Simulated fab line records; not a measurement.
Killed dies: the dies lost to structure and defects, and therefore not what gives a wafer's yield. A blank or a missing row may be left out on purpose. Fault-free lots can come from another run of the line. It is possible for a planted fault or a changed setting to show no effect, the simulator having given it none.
Matching of chambers | flow sky130 | SKY_CONTACT_ETCH_17 on rie-diel-03: 4 sister chambers
The step etches SiO2 in C4F8/O2/Ar, stops on Si3N4, target depth 340 nm. 4 wafers are shown with their chamber, then 7 later ones without.

EACH WAFER AND ITS CHAMBER
wafer  | chamber | bias-w (W)
L083.2 | 3       | 1201
L083.4 | 2       | 1198
L085.1 | 0       | 1199
L085.3 | 1       | 1198

WAFERS MISSING THEIR CHAMBER
wafer  | bias-w (W)
L085.6 | 1204
L088.2 | 1201
L088.4 | 1201
L088.5 | 1200
L090.4 | 1198
L090.5 | 1203
L090.6 | 1197

WHICH CHAMBER EACH ONE RAN IN
wafer  | from the rows above               | in truth
L085.6 | can't be placed: 3 or 0           | 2
L088.2 | can't be placed: 3 or 0           | 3
L088.4 | can't be placed: 3 or 0           | 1
L088.5 | can't be placed: 0 or 3 or 1 or 2 | 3
L090.4 | can't be placed: 1 or 2 or 0      | 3
L090.5 | can't be placed: 3 or 0           | 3
L090.6 | can't be placed: 1 or 2 or 0      | 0
0 of 7 placed correctly. Cannot be placed on the basis of these rows: 7; the candidates contain the true chamber in 4. Number placed wrongly: 0.
How it was worked out, from the rows above alone: a wafer's distance from a chamber is the root of the sum, over the readings, of the square of ((its reading less the chamber's mean) divided by the reading's scatter). The wafer belongs to the nearest chamber; if the next one is less than 2 further off, it can't be placed. Each chamber's mean is taken over the wafers shown for it. The scatter: root of mean squared gap, hidden wafer to nearest shown wafer, with one shown wafer a chamber.
